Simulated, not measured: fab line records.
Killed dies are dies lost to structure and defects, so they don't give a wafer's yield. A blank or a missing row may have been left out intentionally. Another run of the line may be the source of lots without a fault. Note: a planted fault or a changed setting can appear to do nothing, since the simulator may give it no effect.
Which tool was responsible? + flow gf180mcu + 7 lots, 21 wafers sampled, at 2 steps of a route of 602

WHAT EACH GAUGE READ, for each wafer
GF_VT_IMPLANT_RS_MEAS_47: measurement is done with a four-point probe.
| lot  | measured     | on            | NWELL_RS (ohm/sq) |
|------|--------------|---------------|-------------------|
| L260 | day 8 06:14  | film metro-01 | 486.5 486.2 486.6 |
| L262 | day 8 15:32  | film metro-02 | 486.5 485.7 486.3 |
| L264 | day 9 08:34  | film metro-02 | 488.7 489.3 488.6 |
| L266 | day 9 20:58  | film metro-01 | 488.2 486.5 486.7 |
| L268 | day 10 11:02 | film metro-04 | 487.1 486.5 487.2 |
| L274 | day 12 02:04 | film metro-01 | 485.2 484.7 485.0 |
| L278 | day 13 11:38 | film metro-02 | 507.8 508.2 508.3 |

EACH LOT AND THE TOOL THAT RAN IT (in order: tool; ch and the chambers of the sampled wafers; start)
| lot  | GF_NWELL_IMPLANT_08            |
|------|--------------------------------|
| L260 | implanter-03 ch 0, day 3 19:56 |
| L262 | implanter-01 ch 0, day 4 04:22 |
| L264 | implanter-02 ch 0, day 4 15:56 |
| L266 | implanter-03 ch 0, day 5 03:35 |
| L268 | implanter-02 ch 0, day 5 14:02 |
| L274 | implanter-02 ch 0, day 6 23:20 |
| L278 | implanter-03 ch 0, day 7 20:17 |
- GF_NWELL_IMPLANT_08

THE ANSWER, worked out from the rows above alone
Rule: the usual values come from the lots themselves. The widest of any qualifying gaps counts: lots, ordered by their means at a reading, are off when they make up no more than a third of the lots, leave a main group of 4 or more, and stand apart from it by 3 or more times the standard deviation of that group's means. A main group is skipped when, at the precision printed for the reading in the tables above, its means are all equal. A lot without any number at a reading at which 4 lots or more have one is off too. The other lots that the step has rows for count as sound.
Off: L278, at GF_VT_IMPLANT_RS_MEAS_47 (NWELL_RS). For the main group the mean is 486.8 ohm/sq and the standard deviation 1.2.
A tool fits if, at a process step before that reading, it ran every lot that is off, and no sound lot after the first of them. Those tools and the gauges at GF_VT_IMPLANT_RS_MEAS_47 are tried in the same way. Undecided on this evidence; 2 tools fit (implanter-03 at GF_NWELL_IMPLANT_08, film metro-02 at GF_VT_IMPLANT_RS_MEAS_47).

WHAT THE SIMULATOR HAD PUT IN
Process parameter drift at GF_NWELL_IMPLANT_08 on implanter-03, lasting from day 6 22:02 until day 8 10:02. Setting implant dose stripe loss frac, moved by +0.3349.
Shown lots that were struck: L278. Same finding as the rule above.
